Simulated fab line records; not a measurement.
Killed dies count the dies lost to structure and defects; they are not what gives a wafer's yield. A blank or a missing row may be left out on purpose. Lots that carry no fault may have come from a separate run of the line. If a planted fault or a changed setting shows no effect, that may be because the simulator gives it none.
The same fault as seen by 2 desks | flow sky130 | each desk has only its own numbers; what lay behind them comes last

== DESK OF THE TOOL OWNER: rie_diel-02 ==
The tool's own readings at SKY_VIA3_ETCH_15 (etches SiO2 in C4F8/O2/Ar, stops on TiN, target depth 507 nm, time 78 s): means of the sampled wafers that have a number, for each lot that ran on this tool. A lot is out of limits, marked OUT, if its mean lies more than 4 standard deviations from the usual mean; the brackets give that distance.
Columns: A = bias_w at SKY_VIA3_ETCH_15, usual 1200 W; B = oes_product_au at SKY_VIA3_ETCH_15, usual 0.946 a.u.
lot  | first seen here | A    | B
L448 | day 39 23:24    | 1197 | 0.951
L452 | day 40 22:15    | 1202 | 0.948
L453 | day 41 03:07    | 1195 | 0.944
L468 | day 46 01:25    | 1199 | 0.951
Result from this desk: across the 4 lots, nothing is out of limits.

== METROLOGY DESK ==
What the gauges read, lot by lot, whatever tool the lot ran on: means of the sampled wafers that have a number. A lot is out of limits, marked OUT, if its mean lies more than 4 standard deviations from the usual mean; the brackets give that distance.
Columns: A = METAL4_OVL at SKY_METAL4_OVL_MEAS_14, usual -4 nm
lot  | first seen here | A
L448 | day 42 01:46    | -4
L449 | day 42 06:41    | -3
L452 | day 43 00:32    | -12
L453 | day 43 05:24    | -7
L454 | day 43 08:26    | 6
L455 | day 43 22:31    | -2
L461 | day 45 19:35    | -13
L464 | day 46 17:21    | -7
L465 | day 46 20:35    | -8
L467 | day 46 23:31    | -11
L468 | day 47 19:51    | -16
L469 | day 48 00:39    | -4
Result from this desk: across the 12 lots, nothing is out of limits.

== ALL TOGETHER ==
The tool owner's desk saw nothing out of limits.
From the metrology desk's view, nothing was out of limits.

== WHAT THE SIMULATOR HAD PUT IN ==
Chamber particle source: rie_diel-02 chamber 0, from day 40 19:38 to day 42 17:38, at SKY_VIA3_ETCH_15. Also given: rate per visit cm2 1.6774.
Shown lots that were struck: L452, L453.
